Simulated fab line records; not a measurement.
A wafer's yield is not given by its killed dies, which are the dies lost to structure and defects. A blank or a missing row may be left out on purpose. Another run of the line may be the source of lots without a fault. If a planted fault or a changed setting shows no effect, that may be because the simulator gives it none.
8D (eight disciplines) problem report, filled in by code | flow gf180mcu | the parts of the form that need people (team, actions taken, sign-off) are left out

== 1. WHAT IS WRONG ==
At GF_M1_CD_MEAS_14, cd nm averages 250.0 nm over 6 wafers from 2 lots, while fault-free wafers read 230.0 nm, standard deviation 1.1. Measured from the usual mean, that is +18 standard deviations.
The step: target cd 230 nm.
First observed at day 22 20:38: wafer L267.1, on cd sem-01. Wafers with a number at this step in the record: 33, from 11 lots. The rule behind "out" and "out of limits": a value lying over 4 standard deviations away from the usual mean. Any other wafer with a number is counted as sound.

== 2. WHAT THIS IS AND IS NOT ==
question                    | is                     | is not
which readings at this step | cd nm                  | -
which lots                  | L267, L268             | L253, L254, L255, L256, L257, L258, L259, L262, L274
which wafers of those lots  | all that have a number | -
read on which gauges        | cd sem-01, cd sem-02   | -
when                        | from day 22 20:38      | up to then (24 sound wafers); but 3 sound wafers of L274 came after

== 3. WHAT RULES OUT EACH SUSPECT ==
Counting: a tool stays on the suspect list if, at a process step up to the reading, it processed all lots that are out and no sound lot following the first of them.
- the gauge at GF_M1_CD_MEAS_14 has been ruled out. 2 gauges (cd sem-01, cd sem-02) read the wafers that are out.
- krf scanner-02 at GF_M1_EXPOSE_11 (exposes mask Metal1, target cd 230 nm): kept. Every lot that is out went through it, starting with L267 (day 22 08:44), and after that it ran no sound lot; the last sound lot it ran before then is L259 (day 19 09:04). On those wafers its own readings are out: exposure dose mJ cm2.
After counting, what remains is krf scanner-02 at GF_M1_EXPOSE_11.

== 4. THE CAUSE (what the simulator had put in) ==
Process parameters drifting: krf scanner-02 at GF_M1_EXPOSE_11, beginning at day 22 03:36. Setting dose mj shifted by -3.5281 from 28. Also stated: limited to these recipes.
The count eliminated every tool but this one.

== 5. THE CHAIN OF EFFECTS, in route order ==
One row per reading whose mean, taken over the struck wafers that have a number, lies over 3 standard deviations from the usual. Only readings whose record carries a usual standard deviation are examined. hours: median over the lots of the time between each lot's start at the first step of this table that gives one and its start at this step. sigmas: the change, counted in usual standard deviations.
hours | step             | reading              | usual    | on struck wafers | change | sigmas
0     | GF_M1_EXPOSE_11  | exposure dose mJ cm2 | 27.998   | 24.453           | -3.545 | -99 or more
12    | GF_M1_CD_MEAS_14 | cd nm                | 230.0 nm | 250.0            | +20.0  | +18
It contains these process steps:
- GF_M1_EXPOSE_11: exposes mask Metal1, target cd 230 nm.
Later steps that measure or inspect, where all struck wafers having a row at the step show a number for every such reading and not one has moved that far: GF_M1_OVL_MEAS_15, GF_V1_BOW_MEAS_05.

== 6. WHAT WOULD HAVE CAUGHT IT SOONER ==
17 hours passed between the start of the fault at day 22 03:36 and the first reading out of limits at a measuring or inspecting step in this record, taken at day 22 20:38.
At GF_M1_EXPOSE_11, the tool's own readings (exposure dose mJ cm2) were out on each struck wafer the step has a row for, so an alarm limit on them would have fired on the first such wafer.
All the lots that are out (2) had begun GF_M1_EXPOSE_11 on krf scanner-02 by day 22 20:38. Had the tool been put on hold then, not one of them would have been saved.
